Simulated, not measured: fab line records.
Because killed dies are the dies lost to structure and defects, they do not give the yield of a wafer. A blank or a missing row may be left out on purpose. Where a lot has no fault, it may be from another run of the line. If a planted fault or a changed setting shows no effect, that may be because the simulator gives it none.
fab line records | flow sky130
record lots=10 | wafers=30 | last-day=50
route steps=708 shown METAL1@452 VIA1@461 METAL2@485 PAD_OPEN@708
lots untouched by any fault: they come from a run of this same line in which no faults occurred
start-h: start of the lot's first displayed wafer, in hours after the record's first day | wait-h: hours elapsed since this lot's preceding step | " the same as in the row above | L1.1+2: a row that stands for several wafers | - no value present, or no start provided | * or withheld: withheld | < > ~ a bound
route shown NAME@n: a module of which the file shows steps, and the number in the route of the first | usual: mean/standard deviation taken from wafers without a fault | same: alike in all rows | chamber/n: place in a boat | sites: readings site by site | _std_site: how widely they spread, as a standard deviation | _edge_site: the outer-site mean with the inner-site mean subtracted | radius-mm: for every site, how far away it sits from the centre of the wafer | mask NAME#n: copy n | behind: the tool/chamber that last shaped the wafer | hold: why the lot went on hold/how many hours it stayed there/how the hold came to an end | device: names the non-switching transistor (n, p or np) | end of line: the route-end tests of the same wafers | a step with no rows: only its recipe | killed: count of dies lost to structure and defects at first sort (not the wafer's yield) | map: a wafer's dies, marking killed ones x, the rest . and places with no die _
set.NAME: the setting as run; set.NAME@STEP: as run at that earlier step | model.NAME: the simulator's own value behind a step, which no gauge read
steps of the route over a sample of lots; a table a step, a row a wafer
services: when a tool's chamber went out of use (start-h, in hours from the record's first day, below 0 if earlier), for how many hours, and the reason
## steps
# step SKY_METAL1_ETCH_18
# recipe chemistry=N2/H2 | target=BARC | ion-energy-ev=200 | bias-w=100 | pressure-mtorr=30 | n2-flow-sccm=100 | h2-flow-sccm=200 | icp-w=500 | stop-on=SiO2 | time-s=45.9 | target-depth-a=600
# usual drypump-motor-current-A=5.6/0.4 | oes-product-au=0.855/0.0047 | rf-fwd-power-W=495.2/1.8 | throttle-valve-pct=13.223/0.0096
lot.wafer | tool         | chamber | start-h | wait-h | drypump-motor-current-A | oes-product-au | rf-fwd-power-W | rf-hours-counter-h | throttle-valve-pct
L395.2    | rie-metal-04 | 0       | 788.03  | 0.0    | 5.9                     | 0.856          | 494.7          | 7                  | 13.220
L395.3    | "            | 0       | "       | "      | 5.9                     | 0.859          | 495.3          | -                  | 13.221
L395.4    | "            | 1       | "       | "      | 5.8                     | 0.849          | 495.8          | -                  | 13.221
L397.2    | rie-metal-04 | 1       | 818.50  | 0.0    | 5.8                     | 0.849          | 494.3          | 8                  | 13.237
L397.4    | "            | 1       | "       | "      | 5.8                     | 0.845          | 497.6          | -                  | 13.217
L397.5    | "            | 1       | "       | "      | 5.8                     | 0.860          | 495.0          | -                  | 13.217
L399.1    | rie-metal-01 | 1       | 830.54  | 0.0    | 6.0                     | 0.859          | 494.0          | 14                 | 13.223
L399.4    | "            | 1       | "       | "      | 6.0                     | 0.855          | 493.5          | -                  | 13.218
L399.5    | "            | 0       | "       | "      | 4.9                     | 0.861          | 493.6          | -                  | 13.228
L400.3    | rie-metal-02 | 1       | 842.65  | 0.0    | 5.8                     | 0.855          | 498.1          | -                  | 13.236
L400.4    | "            | 0       | "       | "      | 5.5                     | 0.854          | 494.4          | -                  | 13.225
L400.5    | "            | 0       | "       | "      | 5.5                     | 0.855          | 496.2          | -                  | 13.242
L407.3    | rie-metal-02 | 0       | 894.81  | 0.0    | 5.5                     | 0.868          | 497.0          | -                  | 13.233
L407.5    | "            | 1       | "       | "      | 5.8                     | 0.857          | 495.2          | -                  | 13.231
L407.6    | "            | 0       | "       | "      | 5.5                     | 0.856          | 497.5          | -                  | 13.229
L408.3    | rie-metal-01 | 0       | 898.72  | 0.1    | 4.9                     | 0.849          | 496.1          | -                  | 13.234
L408.5    | "            | 0       | "       | "      | 4.9                     | 0.844          | 496.9          | -                  | 13.226
L408.6    | "            | 0       | "       | "      | 4.8                     | 0.855          | 496.1          | -                  | 13.205
L409.2    | rie-metal-04 | 0       | 902.40  | 0.0    | 5.9                     | 0.855          | 493.1          | 11                 | 13.233
L409.3    | "            | 0       | "       | "      | 5.9                     | 0.854          | 493.0          | -                  | 13.212
L409.6    | "            | 1       | "       | "      | 5.8                     | 0.859          | 495.6          | -                  | 13.225
L410.1    | rie-metal-01 | 0       | 912.82  | 0.1    | 4.9                     | 0.853          | 493.8          | 20                 | 13.239
L410.4    | "            | 0       | "       | "      | 4.9                     | 0.847          | 492.8          | -                  | 13.204
L410.5    | "            | 0       | "       | "      | 4.9                     | 0.860          | 494.2          | -                  | 13.238
L413.1    | rie-metal-04 | 1       | 925.18  | 0.0    | 5.8                     | 0.856          | 498.8          | 13                 | 13.201
L413.2    | "            | 0       | "       | "      | 6.0                     | 0.856          | 494.3          | 12                 | 13.218
L413.4    | "            | 1       | "       | "      | 5.8                     | 0.850          | 496.0          | -                  | 13.228
L414.1    | rie-metal-01 | 1       | 944.32  | 0.1    | 6.0                     | 0.851          | 494.6          | 2                  | 13.222
L414.2    | "            | 1       | "       | "      | 6.0                     | 0.845          | 495.7          | -                  | 13.240
L414.3    | "            | 1       | "       | "      | 6.0                     | 0.857          | 494.3          | -                  | 13.238
# step SKY_VIA1_BOW_MEAS_03
# recipe mode=bow
# usual VIA1_BOW=82/7.4
lot.wafer | tool          | chamber | start-h | wait-h | VIA1_BOW[um]
L395.2    | film-metro-02 | -       | 789.31  | 0.2    | 86
L395.3    | "             | -       | "       | "      | 82
L395.4    | "             | -       | "       | "      | 91
L397.2    | film-metro-04 | -       | 819.82  | 0.3    | 78
L397.4    | "             | -       | "       | "      | 74
L397.5    | "             | -       | "       | "      | 77
L399.1    | film-metro-04 | -       | 831.79  | 0.2    | 69
L399.4    | "             | -       | "       | "      | 86
L399.5    | "             | -       | "       | "      | 86
L400.3    | film-metro-04 | -       | 843.89  | 0.3    | 77
L400.4    | "             | -       | "       | "      | 91
L400.5    | "             | -       | "       | "      | 86
L407.3    | film-metro-04 | -       | 896.05  | 0.2    | 73
L407.5    | "             | -       | "       | "      | 63
L407.6    | "             | -       | "       | "      | 76
L408.3    | film-metro-01 | -       | 900.10  | 0.2    | 86
L408.5    | "             | -       | "       | "      | 89
L408.6    | "             | -       | "       | "      | 78
L409.2    | film-metro-01 | -       | 903.64  | 0.3    | 85
L409.3    | "             | -       | "       | "      | 75
L409.6    | "             | -       | "       | "      | 78
L410.1    | film-metro-02 | -       | 914.19  | 0.1    | 85
L410.4    | "             | -       | "       | "      | 85
L410.5    | "             | -       | "       | "      | 92
L413.1    | film-metro-02 | -       | 926.49  | 0.2    | 83
L413.2    | "             | -       | "       | "      | 86
L413.4    | "             | -       | "       | "      | 71
L414.1    | film-metro-04 | -       | 945.69  | 0.1    | 85
L414.2    | "             | -       | "       | "      | 83
L414.3    | "             | -       | "       | "      | 74
# step SKY_METAL2_SPUTTER_02
# recipe material=AlCu | target-thk-nm=250 | power-w=10600 | time-s=13.3 | chamber-pressure-pa=0.4
# usual throttle-valve-pct=30.3/0.9
lot.wafer | tool           | chamber | start-h | wait-h | throttle-valve-pct
L395.2    | pvd-sputter-03 | -       | 817.88  | 0.0    | 29.8
L395.3    | "              | -       | "       | "      | 30.7
L395.4    | "              | -       | "       | "      | 29.9
L397.2    | pvd-sputter-01 | -       | 847.77  | 0.0    | 30.9
L397.4    | "              | -       | "       | "      | 30.1
L397.5    | "              | -       | "       | "      | 31.7
L399.1    | pvd-sputter-04 | -       | 859.26  | 0.0    | 31.3
L399.4    | "              | -       | "       | "      | 30.6
L399.5    | "              | -       | "       | "      | 31.1
L400.3    | pvd-sputter-03 | -       | 871.17  | 0.0    | 30.0
L400.4    | "              | -       | "       | "      | 29.8
L400.5    | "              | -       | "       | "      | 29.9
L407.3    | pvd-sputter-01 | -       | 922.87  | 0.0    | 31.6
L407.5    | "              | -       | "       | "      | 31.7
L407.6    | "              | -       | "       | "      | 28.8
L408.3    | pvd-sputter-03 | -       | 927.13  | 0.0    | 29.8
L408.5    | "              | -       | "       | "      | 30.0
L408.6    | "              | -       | "       | "      | 30.5
L409.2    | pvd-sputter-03 | -       | 930.08  | 0.0    | 29.6
L409.3    | "              | -       | "       | "      | 30.6
L409.6    | "              | -       | "       | "      | 29.8
L410.1    | pvd-sputter-01 | -       | 939.88  | 0.0    | 28.6
L410.4    | "              | -       | "       | "      | 30.3
L410.5    | "              | -       | "       | "      | 28.5
L413.1    | pvd-sputter-01 | -       | 952.69  | 0.0    | 30.4
L413.2    | "              | -       | "       | "      | 30.8
L413.4    | "              | -       | "       | "      | 28.5
L414.1    | pvd-sputter-04 | -       | 971.57  | 0.0    | 31.6
L414.2    | "              | -       | "       | "      | 31.0
L414.3    | "              | -       | "       | "      | 29.7
# step SKY_METAL2_RS_MEAS_05
# recipe thk-meas-gauge=four-point-probe | reads=TiN_of_METAL2_SPUTTER_04+Ti_of_METAL2_SPUTTER_03+AlCu_of_METAL2_SPUTTER_02+TiN_of_METAL2_SPUTTER_01+Ti_of_METAL2_SPUTTER_00
# usual METAL2_ALCU_RS=0.1262/0.0015
lot.wafer | tool          | chamber | start-h | wait-h | hold                     | METAL2_ALCU_RS[ohm/sq]
L395.2    | film-metro-03 | -       | 817.99  | 0.0    | -                        | 0.1279
L395.3    | "             | -       | "       | "      | -                        | 0.1274
L395.4    | "             | -       | "       | "      | -                        | 0.1288
L397.2    | film-metro-04 | -       | 847.88  | 0.0    | -                        | 0.1243
L397.4    | "             | -       | "       | "      | -                        | 0.1249
L397.5    | "             | -       | "       | "      | -                        | 0.1237
L399.1    | film-metro-04 | -       | 859.35  | 0.0    | -                        | 0.1248
L399.4    | "             | -       | "       | "      | -                        | 0.1273
L399.5    | "             | -       | "       | "      | -                        | 0.1246
L400.3    | film-metro-03 | -       | 871.30  | 0.1    | -                        | 0.1251
L400.4    | "             | -       | "       | "      | -                        | 0.1244
L400.5    | "             | -       | "       | "      | -                        | 0.1247
L407.3    | film-metro-03 | -       | 923.00  | 0.1    | -                        | 0.1254
L407.5    | "             | -       | "       | "      | -                        | 0.1247
L407.6    | "             | -       | "       | "      | -                        | 0.1232
L408.3    | film-metro-04 | -       | 927.27  | 0.1    | await-dispo/0.2h/release | 0.1409
L408.5    | "             | -       | "       | "      | await-dispo/0.2h/release | 0.1424
L408.6    | "             | -       | "       | "      | await-dispo/0.2h/release | 0.1406
L408.3    | film-metro-04 | -       | 927.55  | 0.3    | -                        | 0.1407
L408.5    | "             | -       | "       | "      | -                        | 0.1421
L408.6    | "             | -       | "       | "      | -                        | 0.1406
L409.2    | film-metro-03 | -       | 930.19  | 0.0    | await-dispo/0.2h/release | 0.1430
L409.3    | "             | -       | "       | "      | await-dispo/0.2h/release | 0.1457
L409.6    | "             | -       | "       | "      | await-dispo/0.2h/release | 0.1428
L409.2    | film-metro-03 | -       | 930.48  | 0.3    | -                        | 0.1430
L409.3    | "             | -       | "       | "      | -                        | 0.1452
L409.6    | "             | -       | "       | "      | -                        | 0.1431
L410.1    | film-metro-03 | -       | 939.97  | 0.0    | -                        | 0.1256
L410.4    | "             | -       | "       | "      | -                        | 0.1256
L410.5    | "             | -       | "       | "      | -                        | 0.1261
L413.1    | film-metro-01 | -       | 952.78  | 0.0    | -                        | 0.1251
L413.2    | "             | -       | "       | "      | -                        | 0.1271
L413.4    | "             | -       | "       | "      | -                        | 0.1256
L414.1    | film-metro-01 | -       | 971.66  | 0.0    | -                        | 0.1267
L414.2    | "             | -       | "       | "      | -                        | 0.1256
L414.3    | "             | -       | "       | "      | -                        | 0.1277
# step SKY_METAL2_THK_MEAS_06
# recipe thk-meas-gauge=xrf | reads=AlCu_of_METAL2_SPUTTER_02
# usual METAL2_ALCU_THK=249/3.1
lot.wafer | tool          | chamber | start-h | wait-h | hold                     | METAL2_ALCU_THK[nm]
L395.2    | film-metro-03 | -       | 818.10  | 0.1    | -                        | 247
L395.3    | "             | -       | "       | "      | -                        | 250
L395.4    | "             | -       | "       | "      | -                        | 245
L397.2    | film-metro-04 | -       | 847.99  | 0.1    | -                        | 253
L397.4    | "             | -       | "       | "      | -                        | 250
L397.5    | "             | -       | "       | "      | -                        | 255
L399.1    | film-metro-04 | -       | 859.47  | 0.1    | -                        | 250
L399.4    | "             | -       | "       | "      | -                        | 247
L399.5    | "             | -       | "       | "      | -                        | 253
L400.3    | film-metro-03 | -       | 871.40  | 0.1    | -                        | 251
L400.4    | "             | -       | "       | "      | -                        | 251
L400.5    | "             | -       | "       | "      | -                        | 254
L407.3    | film-metro-03 | -       | 923.10  | 0.1    | -                        | 253
L407.5    | "             | -       | "       | "      | -                        | 253
L407.6    | "             | -       | "       | "      | -                        | 256
L408.3    | film-metro-04 | -       | 932.94  | 5.4    | await-dispo/0.2h/release | 224
L408.5    | "             | -       | "       | "      | await-dispo/0.2h/release | 222
L408.6    | "             | -       | "       | "      | await-dispo/0.2h/release | 225
L408.3    | film-metro-04 | -       | 933.17  | 0.2    | -                        | 224
L408.5    | "             | -       | "       | "      | -                        | 223
L408.6    | "             | -       | "       | "      | -                        | 225
L409.2    | film-metro-03 | -       | 933.61  | 3.1    | await-dispo/0.2h/release | 221
L409.3    | "             | -       | "       | "      | await-dispo/0.2h/release | 219
L409.6    | "             | -       | "       | "      | await-dispo/0.2h/release | 221
L409.2    | film-metro-03 | -       | 933.83  | 0.2    | -                        | 220
L409.3    | "             | -       | "       | "      | -                        | 218
L409.6    | "             | -       | "       | "      | -                        | 221
L410.1    | film-metro-03 | -       | 940.09  | 0.1    | -                        | 251
L410.4    | "             | -       | "       | "      | -                        | 249
L410.5    | "             | -       | "       | "      | -                        | 251
L413.1    | film-metro-01 | -       | 952.90  | 0.1    | -                        | 252
L413.2    | "             | -       | "       | "      | -                        | 246
L413.4    | "             | -       | "       | "      | -                        | 251
L414.1    | film-metro-01 | -       | 971.78  | 0.1    | -                        | 248
L414.2    | "             | -       | "       | "      | -                        | 251
L414.3    | "             | -       | "       | "      | -                        | 248
# step SKY_METAL2_STRIP_20
# recipe chemistry=O2/N2 | power-w=1400 | pressure-mtorr=1500 | platen-temp-c=withheld | o2-flow-sccm=3000 | n2-flow-sccm=300 | overash-fraction=0.5
# usual drypump-motor-current-A=6.0/0.44 | oes-product-au=0.343/0.0057 | strip-time-to-endpoint-s=2.72/0.072
lot.wafer | tool            | chamber | start-h | wait-h | drypump-motor-current-A | oes-product-au | rf-hours-counter-h | strip-time-to-endpoint-s
L395.2    | plasma-asher-04 | 1       | 845.69  | 0.1    | 6.3                     | 0.336          | 101                | 2.65
L395.3    | "               | 0       | "       | "      | 5.4                     | 0.345          | -                  | 2.60
L395.4    | "               | 1       | "       | "      | 6.3                     | 0.334          | -                  | 2.57
L397.2    | plasma-asher-03 | 1       | 874.06  | 0.1    | 6.1                     | 0.336          | 13                 | 2.69
L397.4    | "               | 1       | "       | "      | 6.1                     | 0.338          | -                  | 2.67
L397.5    | "               | 0       | "       | "      | 5.5                     | 0.327          | -                  | 2.60
L399.1    | plasma-asher-04 | 0       | 885.54  | 0.1    | 5.4                     | 0.343          | 105                | 2.64
L399.4    | "               | 1       | "       | "      | 6.4                     | 0.339          | -                  | 2.66
L399.5    | "               | 1       | "       | "      | 6.3                     | 0.338          | -                  | 2.64
L400.3    | plasma-asher-03 | 1       | 896.64  | 0.1    | 6.1                     | 0.353          | -                  | 2.74
L400.4    | "               | 0       | "       | "      | 5.6                     | 0.346          | -                  | 2.66
L400.5    | "               | 1       | "       | "      | 6.1                     | 0.342          | -                  | 2.68
L407.3    | plasma-asher-04 | 1       | 948.39  | 0.1    | 6.3                     | 0.338          | -                  | 2.72
L407.5    | "               | 1       | "       | "      | 6.3                     | 0.343          | -                  | 2.80
L407.6    | "               | 0       | "       | "      | 5.4                     | 0.336          | -                  | 2.72
L408.3    | plasma-asher-01 | 1       | 952.29  | 0.1    | 5.9                     | 0.341          | -                  | 2.79
L408.5    | "               | 0       | "       | "      | 6.7                     | 0.351          | -                  | 2.83
L408.6    | "               | 1       | "       | "      | 5.9                     | 0.344          | -                  | 2.67
L409.2    | plasma-asher-04 | 0       | 955.04  | 0.1    | 5.4                     | 0.350          | 112                | 2.79
L409.3    | "               | 1       | "       | "      | 6.3                     | 0.349          | -                  | 2.74
L409.6    | "               | 0       | "       | "      | 5.4                     | 0.345          | -                  | 2.75
L410.1    | plasma-asher-01 | 0       | 964.19  | 0.1    | 6.7                     | 0.340          | 87                 | 2.69
L410.4    | "               | 0       | "       | "      | 6.7                     | 0.345          | -                  | 2.69
L410.5    | "               | 1       | "       | "      | 5.9                     | 0.346          | -                  | 2.77
L413.1    | plasma-asher-04 | 0       | 977.56  | 0.1    | 5.4                     | 0.344          | 115                | 2.63
L413.2    | "               | 1       | "       | "      | 6.3                     | 0.352          | 115                | 2.82
L413.4    | "               | 0       | "       | "      | 5.4                     | 0.344          | -                  | 2.66
L414.1    | plasma-asher-01 | 1       | 995.19  | 0.1    | 5.9                     | 0.358          | 90                 | 2.82
L414.2    | "               | 0       | "       | "      | 6.7                     | 0.346          | 90                 | 2.70
L414.3    | "               | 1       | "       | "      | 5.9                     | 0.357          | -                  | 2.84
# step SKY_PAD_OPEN_PROBE_99
# usual defect-limited-yield=82.4/1.9 | killed_at_M0_to_M3=44/7.2 | killed_at_M4_up=3.1/1.8 | killed-at-contacts=25/5.2 | killed-at-front-end=15/3.9 | killed-at-other=0.2/0.5 | killed-dies=86/9.5 | killed-open=47/7.3 | killed-short=40/6 | sort_bin_3_pad_short=0.8/0.44 | sort_bin_5_function=10.4/1.5 | sort_bin_6_memory=6.3/1.1 | sort-n-pass=406/9.5 | sort-yield-pct=82.4/1.9
# same gross-dies=492 | killed-at-back-side=0 | sort_bin_4_leakage[%]=0 | sort_bin_8_speed[%]=0
lot.wafer | tool      | chamber | start-h | wait-h | defect-limited-yield[%] | killed_at_M0_to_M3 | killed_at_M4_up | killed-at-contacts | killed-at-front-end | killed-at-other | killed-dies | killed-open | killed-short | sort_bin_3_pad_short[%] | sort_bin_5_function[%] | sort_bin_6_memory[%] | sort-n-pass | sort-yield-pct[%]
L407.3    | prober-01 | -       | 1173.07 | 0.2    | 82.3                    | 37                 | 4               | 26                 | 20                  | 0               | 87          | 54          | 33           | 0.6                     | 11.4                   | 5.7                  | 405         | 82.3
L407.6    | prober-01 | -       | 1173.22 | 0.2    | 78.0                    | 57                 | 6               | 26                 | 19                  | 0               | 108         | 59          | 49           | 1.6                     | 11.0                   | 9.3                  | 384         | 78.0
L408.3    | prober-02 | -       | 1175.82 | 0.2    | 82.5                    | 49                 | 3               | 22                 | 12                  | 0               | 86          | 56          | 30           | 0.2                     | 12.4                   | 4.9                  | 406         | 82.5
L408.5    | prober-02 | -       | 1175.92 | 0.2    | 83.9                    | 33                 | 4               | 28                 | 14                  | 0               | 79          | 45          | 34           | 0.2                     | 8.3                    | 7.5                  | 413         | 83.9
L408.6    | prober-02 | -       | 1175.97 | 0.2    | 81.1                    | 57                 | 1               | 22                 | 13                  | 0               | 93          | 51          | 42           | 0.8                     | 11.8                   | 6.3                  | 399         | 81.1
L414.1    | prober-01 | -       | 1203.29 | 0.1    | 85.2                    | 33                 | 5               | 20                 | 15                  | 0               | 73          | 41          | 32           | 1.2                     | 8.9                    | 4.7                  | 419         | 85.2
L414.2    | prober-01 | -       | 1203.34 | 0.1    | 78.9                    | 58                 | 5               | 20                 | 21                  | 0               | 104         | 59          | 45           | 1.2                     | 12.8                   | 7.1                  | 388         | 78.9
L414.3    | prober-01 | -       | 1203.39 | 0.2    | 82.9                    | 44                 | 4               | 23                 | 13                  | 0               | 84          | 42          | 40           | 1.0                     | 11.2                   | 4.9                  | 408         | 82.9
# killed by level:class
L407.3 CONTACT:geometric-particle:open=10 VIA2:geometric-particle:open=9 FIELD_ISO:geometric-particle:open=7 LI_CONTACT:geometric-particle:open=7 VIA1:geometric-particle:open=7 POLY_GATE:geometric-particle:open=5 VIA3:geometric-particle:open=5 LOCAL_INTERCONNECT:geometric-particle:short=4
L407.6 VIA1:geometric-particle:open=12 CONTACT:geometric-particle:open=10 VIA3:geometric-particle:open=9 METAL2:geometric-particle:short=8 LI_CONTACT:geometric-particle:open=7 METAL4:geometric-particle:short=6 POLY_GATE:geometric-particle:short=5 POLY_GATE:geometric-particle:open=5
L408.3 VIA3:geometric-particle:open=13 VIA1:geometric-particle:open=10 VIA2:geometric-particle:open=9 CONTACT:geometric-particle:open=8 LI_CONTACT:geometric-particle:open=7 FIELD_ISO:geometric-particle:open=3 LI_CONTACT:geometric-particle:short=3 METAL1:geometric-particle:short=3
L408.5 CONTACT:geometric-particle:open=13 CONTACT:geometric-particle:short=8 VIA3:geometric-particle:open=6 VIA1:geometric-particle:open=5 VIA2:geometric-particle:open=5 VIA2:geometric-particle:short=5 FIELD_ISO:geometric-particle:short=4 POLY_GATE:geometric-particle:open=4
L408.6 VIA1:geometric-particle:open=11 VIA2:geometric-particle:open=10 VIA1:geometric-particle:short=9 METAL1:geometric-particle:short=8 CONTACT:geometric-particle:open=7 METAL2:geometric-particle:short=7 LI_CONTACT:geometric-particle:open=6 FIELD_ISO:geometric-particle:open=5
L414.1 VIA1:geometric-particle:open=9 VIA3:geometric-particle:open=8 LI_CONTACT:geometric-particle:open=8 CONTACT:geometric-particle:short=6 METAL1:geometric-particle:short=5 FIELD_ISO:geometric-particle:open=3 CONTACT:geometric-particle:open=3 VIA1:geometric-particle:short=3
L414.2 VIA1:geometric-particle:open=12 FIELD_ISO:geometric-particle:open=8 CONTACT:geometric-particle:open=8 VIA3:geometric-particle:open=8 VIA2:geometric-particle:open=7 VIA1:geometric-particle:short=7 CONTACT:geometric-particle:short=6 POLY_GATE:geometric-particle:short=5
L414.3 VIA1:geometric-particle:open=14 CONTACT:geometric-particle:open=7 LOCAL_INTERCONNECT:geometric-particle:short=6 LI_CONTACT:geometric-particle:open=5 VIA1:geometric-particle:short=5 METAL2:geometric-particle:short=5 VIA2:geometric-particle:short=4 LI_CONTACT:geometric-particle:short=4
## services
tool            | chamber | start-h | hours | kind
rie-metal-01    | -       | 768.38  | 0.2   | repair
rie-metal-04    | 1       | 824.33  | 14.4  | repair
plasma-asher-01 | -       | 825.82  | 2.8   | pm
pvd-sputter-03  | 3       | 832.59  | -     | consumable-replace:kit
pvd-sputter-03  | 3       | 832.59  | 18.0  | scheduled-down
pvd-sputter-03  | 3       | 832.59  | 18.0  | vent-cycle
rie-metal-02    | -       | 836.66  | 0.2   | repair
rie-metal-02    | -       | 874.29  | 1.4   | pm
rie-metal-01    | 1       | 883.84  | -     | clean
rie-metal-01    | 1       | 883.84  | 30.5  | scheduled-down
rie-metal-01    | 1       | 883.84  | 30.5  | vent-cycle
pvd-sputter-04  | -       | 904.86  | 0.8   | repair
rie-metal-01    | 0       | 914.33  | -     | clean
rie-metal-01    | 0       | 914.33  | 33.8  | scheduled-down
rie-metal-01    | 0       | 914.33  | 33.8  | vent-cycle
pvd-sputter-01  | 3       | 934.08  | -     | consumable-replace:kit
pvd-sputter-01  | -       | 944.39  | 1.8   | repair
rie-metal-02    | -       | 953.26  | 0.6   | repair
plasma-asher-03 | -       | 955.23  | 2.8   | pm
plasma-asher-03 | -       | 958.41  | 9.6   | repair
pvd-sputter-04  | -       | 959.22  | 0.5   | repair
pvd-sputter-03  | -       | 980.56  | 1.7   | repair
pvd-sputter-03  | -       | 981.29  | 2.4   | repair
plasma-asher-04 | -       | 991.64  | 1.3   | repair
## key
first-sign step=SKY_METAL2_RS_MEAS_05 | reading=visit | direction=added
effect step=SKY_METAL2_RS_MEAS_05 | reading=METAL2_ALCU_RS | direction=up | sigmas=11 | usual=0.1262 | struck=0.1426
effect step=SKY_METAL2_THK_MEAS_06 | reading=visit | direction=added
effect step=SKY_METAL2_THK_MEAS_06 | reading=METAL2_ALCU_THK | direction=down | sigmas=8.9 | usual=249 | struck=222
met-at SKY_METAL2_SPUTTER_02
struck-lots L408,L409
not-acting-at SKY_METAL1_ETCH_18,SKY_VIA1_BOW_MEAS_03,SKY_METAL2_STRIP_20
onset-between 871.17 927.13
fault kind=process-parameter-drift | tool=pvd-sputter-03 | chamber=- | onset-h=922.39 | steps=SKY_METAL2_SPUTTER_02 | channel=target-thk-nm | offset=-27.037 | shape=step | end-h=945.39 | acts-in=these-recipes-only | stated=250
